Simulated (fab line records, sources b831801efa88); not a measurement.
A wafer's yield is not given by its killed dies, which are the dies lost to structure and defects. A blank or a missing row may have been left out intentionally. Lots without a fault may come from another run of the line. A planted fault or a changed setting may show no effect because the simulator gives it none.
fab line records ; flow sfqLine
[record] lots = 6; wafers = 18; lastDay = 83
route steps=325 shown I3@140 M4@148
lots that met no fault: from a run of the same line without faults
startH: the number of hours between the record's first day and the start of the first shown wafer of the lot ; waitH: hours elapsed since this lot's preceding step ; " unchanged from the row above ; L1.1+2: one row covering several wafers at once ; - no value, or no start was given ; * or withheld: withheld ; < > ~ a bound
route shown NAME@n: names a module that has steps shown in the file, with the first one's number in the route ; usual: mean/standard deviation taken from wafers without a fault ; same: alike in all rows ; chamber/n: place in a boat ; sites: the reading at each site ; _std_site: how widely they spread, as a standard deviation ; _edge_site: the outer-site mean with the inner-site mean subtracted ; radiusMm: how far each site lies from the wafer's centre ; mask NAME#n: copy n ; behind: tool/chamber where the wafer was last shaped ; hold: why the lot was held/for how many hours/how that ended ; device: whichever transistor did not switch (one of n, p or np) ; end of line: tests run on the same wafers once the route is complete ; for a step that has no rows: nothing shown but its recipe ; killed: not the wafer's yield, but the dies lost to structure and defects at the first sort ; map: a wafer's dies, x killed, . not, _ none there
set.NAME: the setting that was run; set.NAME@STEP: the one run at that earlier step ; model.NAME: the simulator's own value behind a step, which no gauge read
certain route steps with their lots: each step a table, each wafer a row
services: from which hour (startH, from the record's first day; less than 0 if before it) a tool's chamber was out of use, for how many hours, and why
[[steps]]
[step SFQ_TRILAYER_I3_VIA_LITHO_EXPOSE_086]
[recipe] maskId = I3; na = 0.6; sourceShape = conventional; sigmaOuter = 0.65; targetCdNm = 500; doseMj = 21.3
[step SFQ_TRILAYER_I3_VIA_LITHO_PEB_088]
[recipe] pebTempC = 115; pebTimeS = 60; resist = KrF
[step SFQ_TRILAYER_I3_VIA_LITHO_DEVELOP_087]
[recipe] timeS = 60; resist = KrF
[step SFQ_I3_OVL_MEAS_923]
[usual] I3_OVL = -2/5.9
lot.wafer;tool;chamber;startH;waitH;I3_OVL[nm]
L646.1;overlay-02;-;641.60;0.1;8
L646.3;overlay-02;-;641.60;0.1;5
L646.6;overlay-02;-;641.60;0.1;-1
L652.1;overlay-02;-;832.60;0.1;7
L652.5;overlay-02;-;832.60;0.1;7
L652.6;overlay-02;-;832.60;0.1;-4
L657.1;overlay-02;-;904.85;0.1;2
L657.4;overlay-02;-;904.85;0.1;-10
L657.6;overlay-02;-;904.85;0.1;-9
L658.1;overlay-02;-;907.25;0.1;-1
L658.4;overlay-02;-;907.25;0.1;-4
L658.6;overlay-02;-;907.25;0.1;-2
L660.2;overlay-02;-;922.96;0.1;-14
L660.3;overlay-02;-;922.96;0.1;-8
L660.5;overlay-02;-;922.96;0.1;-10
L669.2;overlay-02;-;982.59;0.1;-3
L669.4;overlay-02;-;982.59;0.1;-13
L669.6;overlay-02;-;982.59;0.1;-10
[step SFQ_TRILAYER_I3_VIA_BARC_OPEN_VIA_ETCH_121]
[recipe] maskMaterial = PR; chemistry = O2; targetDepthNm = 125; target = BARC; sourceW = 500; biasW = 77.09; pressureMtorr = 30; timeS = 41.7
[usual] drypumpMotorCurrentA = 5.82/0.28; oesProductAu = 0.686/0.0046; rfFwdPowerW = 494.1/2.1
lot.wafer;tool;chamber;startH;waitH;drypumpMotorCurrentA;oesProductAu;rfFwdPowerW;rfHoursCounterH
L646.1;rieDiel-03;3;641.63;0.0;6.10;0.685;492.1;71
L646.3;rieDiel-03;1;641.63;0.0;5.54;0.687;491.7;15
L646.6;rieDiel-03;3;641.63;0.0;6.09;0.699;494.1;-
L652.1;rieDiel-02;0;832.64;0.0;5.53;0.691;492.9;9
L652.5;rieDiel-02;1;832.64;0.0;5.97;0.687;493.1;-
L652.6;rieDiel-02;0;832.64;0.0;5.54;0.681;493.7;-
L657.1;rieDiel-01;1;904.88;0.0;5.57;0.681;493.5;11
L657.4;rieDiel-01;1;904.88;0.0;5.59;0.687;492.0;-
L657.6;rieDiel-01;0;904.88;0.0;6.04;0.692;493.9;-
L658.1;rieDiel-02;2;907.28;0.0;5.31;0.687;496.1;2
L658.4;rieDiel-02;3;907.28;0.0;6.42;0.683;494.9;6
L658.6;rieDiel-02;3;907.28;0.0;6.48;0.695;494.4;-
L660.2;rieDiel-03;0;922.99;0.0;5.95;0.682;497.5;4
L660.3;rieDiel-03;2;922.99;0.0;6.22;0.689;491.9;11
L660.5;rieDiel-03;3;922.99;0.0;6.09;0.682;492.3;-
L669.2;rieDiel-03;2;982.62;0.0;6.24;0.684;493.1;12
L669.4;rieDiel-03;1;982.62;0.0;5.53;0.686;496.1;21
L669.6;rieDiel-03;2;982.62;0.0;6.22;0.684;494.2;-
[step SFQ_TRILAYER_I3_VIA_ETCH_VIA_ETCH_088]
[recipe] target = SiO2; stopOn = Nb; maskMaterial = PR; taperDeg = 20; chemistry = CHF3; targetDepthNm = 260; sourceW = 500; biasW = 80; pressureMtorr = 30; timeS = withheld
[usual] drypumpMotorCurrentA = 5.83/0.28; oesProductAu = 0.855/0.005; rfFwdPowerW = 498.0/1.4
lot.wafer;tool;chamber;startH;waitH;drypumpMotorCurrentA;oesProductAu;rfFwdPowerW
L646.1;rieDiel-03;3;641.67;0.0;6.08;0.845;495.1
L646.3;rieDiel-03;1;641.67;0.0;5.59;0.854;499.3
L646.6;rieDiel-03;3;641.67;0.0;6.08;0.845;496.3
L652.1;rieDiel-02;0;832.68;0.0;5.58;0.856;498.7
L652.5;rieDiel-02;1;832.68;0.0;5.96;0.850;497.6
L652.6;rieDiel-02;0;832.68;0.0;5.60;0.857;497.9
L657.1;rieDiel-01;1;904.92;0.0;5.56;0.856;496.4
L657.4;rieDiel-01;1;904.92;0.0;5.57;0.857;499.4
L657.6;rieDiel-01;0;904.92;0.0;6.01;0.858;498.2
L658.1;rieDiel-02;2;907.32;0.0;5.32;0.854;498.3
L658.4;rieDiel-02;3;907.32;0.0;6.48;0.857;499.5
L658.6;rieDiel-02;3;907.32;0.0;6.47;0.857;499.4
L660.2;rieDiel-03;0;923.03;0.0;5.94;0.853;500.7
L660.3;rieDiel-03;2;923.03;0.0;6.25;0.849;497.2
L660.5;rieDiel-03;3;923.03;0.0;6.11;0.855;498.6
L669.2;rieDiel-03;2;982.66;0.0;6.24;0.854;497.8
L669.4;rieDiel-03;1;982.66;0.0;5.60;0.850;495.8
L669.6;rieDiel-03;2;982.66;0.0;6.24;0.860;498.4
[step SFQ_TRILAYER_I3_VIA_STRIP_STRIP_089]
[recipe] gas = O2; powerW = 200; platenTempC = 40; overashFraction = 0.65; chemistry = O2; pressureMtorr = 50
[usual] drypumpMotorCurrentA = 5.26/0.27; oesProductAu = 1.000/0.0075
lot.wafer;tool;chamber;startH;waitH;drypumpMotorCurrentA;oesProductAu;rfHoursCounterH
L646.1;rieMetal-04;0;641.78;-;5.00;1.014;15
L646.3;rieMetal-04;1;641.78;-;5.43;1.014;-
L646.6;rieMetal-04;1;641.78;-;5.42;1.001;-
L652.1;rieMetal-02;1;832.79;-;5.29;0.990;35
L652.5;rieMetal-02;0;832.79;-;5.29;0.996;-
L652.6;rieMetal-02;1;832.79;-;5.30;0.989;-
L657.1;rieMetal-04;0;905.04;-;5.03;1.003;49
L657.4;rieMetal-04;1;905.04;-;5.46;0.998;-
L657.6;rieMetal-04;0;905.04;-;5.04;0.986;-
L658.1;rieMetal-03;0;907.44;-;4.77;0.991;113
L658.4;rieMetal-03;1;907.44;-;5.75;1.004;-
L658.6;rieMetal-03;0;907.44;-;4.75;0.995;-
L660.2;rieMetal-03;0;923.15;-;4.77;1.001;116
L660.3;rieMetal-03;0;923.15;-;4.76;1.006;-
L660.5;rieMetal-03;0;923.15;-;4.78;1.000;-
L669.2;rieMetal-02;0;982.78;-;5.29;1.002;21
L669.4;rieMetal-02;0;982.78;-;5.28;0.992;-
L669.6;rieMetal-02;0;982.78;-;5.30;0.996;-
[step SFQ_TRILAYER_I3_VIA_STRIP_SOLV_CLEAN_090]
[recipe] chemistry = NMP; tempC = 70; timeS = 600
[step SFQ_TRILAYER_M4_DEP_PRE_CLEAN_092]
[recipe] gas = Ar; timeS = 22.5; biasV = 250
[step SFQ_TRILAYER_M4_DEP_SPUTTER_091]
[recipe] material = Nb; basePressurePa = 1.33e-06; chamberPressurePa = 0.1333; substrateTempC = 20; resputterCathodeVoltageV = 400; targetThkNm = 200; powerW = 2000; timeS = 133.3
[usual] throttleValvePct = 29.9/0.82
lot.wafer;tool;chamber;startH;waitH;throttleValvePct
L646.1;pvdSputter-03;-;642.59;0.0;30.5
L646.3;pvdSputter-03;-;642.59;0.0;29.6
L646.6;pvdSputter-03;-;642.59;0.0;28.9
L652.1;pvdSputter-03;-;833.81;0.0;29.9
L652.5;pvdSputter-03;-;833.81;0.0;30.0
L652.6;pvdSputter-03;-;833.81;0.0;30.3
L657.1;pvdSputter-05;-;905.87;0.0;30.3
L657.4;pvdSputter-05;-;905.87;0.0;28.2
L657.6;pvdSputter-05;-;905.87;0.0;30.1
L658.1;pvdSputter-03;-;908.27;0.0;29.7
L658.4;pvdSputter-03;-;908.27;0.0;28.6
L658.6;pvdSputter-03;-;908.27;0.0;30.2
L660.2;pvdSputter-05;-;923.95;0.0;30.1
L660.3;pvdSputter-05;-;923.95;0.0;29.8
L660.5;pvdSputter-05;-;923.95;0.0;30.4
L669.2;pvdSputter-04;-;983.58;0.0;30.8
L669.4;pvdSputter-04;-;983.58;0.0;30.6
L669.6;pvdSputter-04;-;983.58;0.0;30.7
[step SFQ_M4_RS_MEAS_924]
[recipe] thkMeasGauge = four-point-probe; reads = Nb_of_TRILAYER_M4_DEP_SPUTTER_091
[usual] M4_NB_RS = 0.891/0.0079
lot.wafer;tool;chamber;startH;waitH;M4_NB_RS[ohm/sq]
L646.1;filmMetro-01;-;642.68;0.0;0.904
L646.3;filmMetro-01;-;642.68;0.0;0.899
L646.6;filmMetro-01;-;642.68;0.0;0.898
L652.1;filmMetro-02;-;833.90;0.0;0.895
L652.5;filmMetro-02;-;833.90;0.0;0.899
L652.6;filmMetro-02;-;833.90;0.0;0.887
L657.1;filmMetro-04;-;905.96;0.0;0.889
L657.4;filmMetro-04;-;905.96;0.0;0.883
L657.6;filmMetro-04;-;905.96;0.0;0.882
L658.1;filmMetro-04;-;908.36;0.0;0.893
L658.4;filmMetro-04;-;908.36;0.0;0.894
L658.6;filmMetro-04;-;908.36;0.0;0.896
L660.2;filmMetro-01;-;924.06;0.1;0.889
L660.3;filmMetro-01;-;924.06;0.1;0.896
L660.5;filmMetro-01;-;924.06;0.1;0.890
L669.2;filmMetro-01;-;983.69;0.1;0.900
L669.4;filmMetro-01;-;983.69;0.1;0.889
L669.6;filmMetro-01;-;983.69;0.1;0.894
[step SFQ_TRILAYER_M4_LITHO_COAT_098]
[recipe] resist = BARC; spinRpm = 3000; resistThkNm = 62
lot.wafer;tool;chamber;startH;waitH;model.BARC_of_TRILAYER_M4_LITHO_COAT_098.thkNm
L646.1;lithoTrack-02;0;642.86;0.1;62.1
L646.3;lithoTrack-02;0;642.86;0.1;62.13
L646.6;lithoTrack-02;0;642.86;0.1;61.93
L652.1;lithoTrack-01;0;834.08;0.1;61.91
L652.5;lithoTrack-01;0;834.08;0.1;61.88
L652.6;lithoTrack-01;0;834.08;0.1;62.06
L657.1;lithoTrack-03;0;906.14;0.1;61.98
L657.4;lithoTrack-03;0;906.14;0.1;62.06
L657.6;lithoTrack-03;0;906.14;0.1;62.03
L658.1;lithoTrack-02;0;908.54;0.1;65.85
L658.4;lithoTrack-02;0;908.54;0.1;65.83
L658.6;lithoTrack-02;0;908.54;0.1;65.89
L660.2;lithoTrack-02;0;924.27;0.1;65.58
L660.3;lithoTrack-02;0;924.27;0.1;65.64
L660.5;lithoTrack-02;0;924.27;0.1;65.76
L669.2;lithoTrack-03;0;983.90;0.1;62.16
L669.4;lithoTrack-03;0;983.90;0.1;62.01
L669.6;lithoTrack-03;0;983.90;0.1;61.95
[step SFQ_TRILAYER_M4_LITHO_COAT_093]
[recipe] resist = KrF; spinRpm = 3000; resistThkNm = 600
[step SFQ_TRILAYER_M4_LITHO_SOFTBAKE_097]
[recipe] tempC = withheld; timeS = withheld; resist = KrF
[step SFQ_TRILAYER_M4_LITHO_EXPOSE_094]
[recipe] maskId = M4; na = 0.6; sourceShape = conventional; sigmaOuter = 0.65; targetCdNm = 500; doseMj = 14.4
[step SFQ_TRILAYER_M4_LITHO_PEB_096]
[recipe] pebTempC = 115; pebTimeS = 60; resist = KrF
[step SFQ_TRILAYER_M4_LITHO_DEVELOP_095]
[recipe] timeS = 60; resist = KrF
[step SFQ_M4_OVL_MEAS_926]
[usual] M4_OVL = -1/5.8
lot.wafer;tool;chamber;startH;waitH;M4_OVL[nm]
L646.1;overlay-02;-;646.99;0.1;-5
L646.3;overlay-02;-;646.99;0.1;2
L646.6;overlay-02;-;646.99;0.1;-2
L652.1;overlay-01;-;837.38;0.1;-10
L652.5;overlay-01;-;837.38;0.1;-13
L652.6;overlay-01;-;837.38;0.1;-14
L657.1;overlay-02;-;911.04;0.1;7
L657.4;overlay-02;-;911.04;0.1;-9
L657.6;overlay-02;-;911.04;0.1;-10
L658.1;overlay-02;-;914.45;0.1;-1
L658.4;overlay-02;-;914.45;0.1;0
L658.6;overlay-02;-;914.45;0.1;12
L660.2;overlay-02;-;928.85;0.1;1
L660.3;overlay-02;-;928.85;0.1;-11
L660.5;overlay-02;-;928.85;0.1;-16
L669.2;overlay-02;-;1129.09;0.1;-3
L669.4;overlay-02;-;1129.09;0.1;-2
L669.6;overlay-02;-;1129.09;0.1;-1
[step SFQ_TRILAYER_M4_BARC_OPEN_METAL_ETCH_123]
[recipe] maskMaterial = PR; chemistry = O2; targetDepthNm = 125; target = BARC; icpW = 600; biasW = 80; pressureMtorr = 10; timeS = 41.7
[usual] drypumpMotorCurrentA = 5.30/0.16; oesProductAu = 0.685/0.0047; rfFwdPowerW = 592.7/3
lot.wafer;tool;chamber;startH;waitH;drypumpMotorCurrentA;oesProductAu;rfFwdPowerW;rfHoursCounterH;model.etch.depthNm
L646.1;rieMetal-02;1;647.03;0.0;5.23;0.687;590.9;10;62.1
L646.3;rieMetal-02;0;647.03;0.0;5.29;0.689;585.3;-;62.13
L646.6;rieMetal-02;0;647.03;0.0;5.28;0.680;588.3;-;61.93
L652.1;rieMetal-02;1;837.41;0.0;5.28;0.683;592.0;36;61.91
L652.5;rieMetal-02;1;837.41;0.0;5.26;0.679;591.3;-;61.88
L652.6;rieMetal-02;1;837.41;0.0;5.26;0.693;594.5;-;62.06
L657.1;rieMetal-04;1;911.08;0.0;5.42;0.685;595.4;77;61.98
L657.4;rieMetal-04;0;911.08;0.0;5.00;0.692;592.7;-;62.06
L657.6;rieMetal-04;1;911.08;0.0;5.44;0.684;595.8;-;62.03
L658.1;rieMetal-02;1;914.48;0.0;5.26;0.704;590.6;55;65.85
L658.4;rieMetal-02;1;914.48;0.0;5.26;0.703;592.5;-;65.83
L658.6;rieMetal-02;1;914.48;0.0;5.25;0.705;593.6;-;65.89
L660.2;rieMetal-04;0;928.88;0.0;5.02;0.703;592.5;53;65.58
L660.3;rieMetal-04;0;928.88;0.0;5.06;0.704;594.4;-;65.64
L660.5;rieMetal-04;0;928.88;0.0;5.04;0.711;594.5;-;65.76
L669.2;rieMetal-02;0;1129.12;0.0;5.29;0.683;587.6;39;62.16
L669.4;rieMetal-02;0;1129.12;0.0;5.28;0.695;586.4;-;62.01
L669.6;rieMetal-02;1;1129.12;0.0;5.24;0.686;592.5;-;61.95
[step SFQ_TRILAYER_M4_ETCH_METAL_ETCH_096]
[recipe] target = Nb; stopOn = SiO2; maskMaterial = PR; chemistry = Cl2/Ar; targetDepthNm = 240; icpW = 600; biasW = 80; pressureMtorr = 10; timeS = 120
[usual] drypumpMotorCurrentA = 5.30/0.16; oesProductAu = 0.894/0.0058; rfFwdPowerW = 596.7/2.2
lot.wafer;tool;chamber;startH;waitH;drypumpMotorCurrentA;oesProductAu;rfFwdPowerW;rfHoursCounterH
L646.1;rieMetal-02;1;647.09;0.0;5.24;0.891;596.2;11
L646.3;rieMetal-02;0;647.09;0.0;5.28;0.883;592.1;-
L646.6;rieMetal-02;0;647.09;0.0;5.28;0.890;592.7;-
L652.1;rieMetal-02;1;837.53;0.1;5.27;0.895;595.2;36
L652.5;rieMetal-02;1;837.53;0.1;5.23;0.900;596.7;-
L652.6;rieMetal-02;1;837.53;0.1;5.26;0.904;595.8;-
L657.1;rieMetal-04;1;911.14;0.0;5.42;0.892;595.1;78
L657.4;rieMetal-04;0;911.14;0.0;5.05;0.898;600.7;-
L657.6;rieMetal-04;1;911.14;0.0;5.46;0.899;596.2;-
L658.1;rieMetal-02;1;914.54;0.0;5.27;0.894;598.7;55
L658.4;rieMetal-02;1;914.54;0.0;5.30;0.894;598.3;-
L658.6;rieMetal-02;1;914.54;0.0;5.29;0.889;598.1;-
L660.2;rieMetal-04;0;928.94;0.0;5.05;0.897;597.5;53
L660.3;rieMetal-04;0;928.94;0.0;5.04;0.894;597.0;-
L660.5;rieMetal-04;0;928.94;0.0;5.03;0.891;596.6;-
L669.2;rieMetal-02;0;1129.18;0.0;5.28;0.895;594.6;39
L669.4;rieMetal-02;0;1129.18;0.0;5.28;0.893;593.3;-
L669.6;rieMetal-02;1;1129.18;0.0;5.27;0.896;594.7;-
[[services]]
tool;chamber;startH;hours;kind
rieMetal-02;-;621.31;2.0;repair
rieDiel-02;-;658.16;0.9;repair
rieDiel-02;-;677.30;0.1;repair
rieMetal-02;-;694.35;1.8;repair
rieDiel-03;-;774.59;0.4;repair
rieDiel-03;0;796.99;2.9;repair
rieDiel-02;-;802.90;28.1;pm
rieMetal-04;-;810.85;1.4;pm
rieMetal-04;-;816.94;14.6;pm
rieDiel-02;-;838.25;1.1;repair
rieDiel-02;3;841.34;23.0;repair
rieDiel-02;2;863.13;4.4;repair
rieDiel-02;1;885.46;10.5;repair
rieDiel-02;3;899.40;4.5;repair
rieDiel-03;0;905.12;4.2;repair
rieDiel-03;-;911.32;2.1;repair
rieMetal-02;1;940.05;16.2;repair
rieDiel-03;3;955.55;6.5;repair
rieDiel-02;0;983.64;6.1;repair
rieDiel-02;2;991.13;27.9;repair
rieMetal-04;-;1063.70;2.8;pm
rieDiel-03;2;1066.05;23.4;repair
rieMetal-02;0;1079.84;5.7;repair
rieMetal-02;-;1097.85;1.4;pm
[[key]]
[firstSign] step = SFQ_TRILAYER_M4_BARC_OPEN_METAL_ETCH_123; reading = oesProductAu; direction = up; sigmas = 4.3; usual = 0.685; struck = 0.705
effect none on later readings
[modelEffect] step = SFQ_TRILAYER_M4_LITHO_COAT_098; value = BARC_of_TRILAYER_M4_LITHO_COAT_098.thkNm; without = 62.15; struck = 65.76
[modelEffect] step = SFQ_TRILAYER_M4_BARC_OPEN_METAL_ETCH_123; value = etch.depthNm; without = 62.15; struck = 65.76
metAt SFQ_TRILAYER_M4_LITHO_COAT_098
struckWafers L658.1,L658.4,L658.6,L660.2,L660.3,L660.5
onsetBetween 642.86 908.54
alsoFits SFQ_TRILAYER_I3_VIA_STRIP_STRIP_089:rieMetal-03
[fault] kind = processParameterDrift; tool = lithoTrack-02; chamber = -; onsetH = 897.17; steps = SFQ_TRILAYER_M4_LITHO_COAT_098; channel = resistThkNm; offset = 3.594; shape = step; endH = 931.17; actsIn = theseRecipesOnly; stated = 62
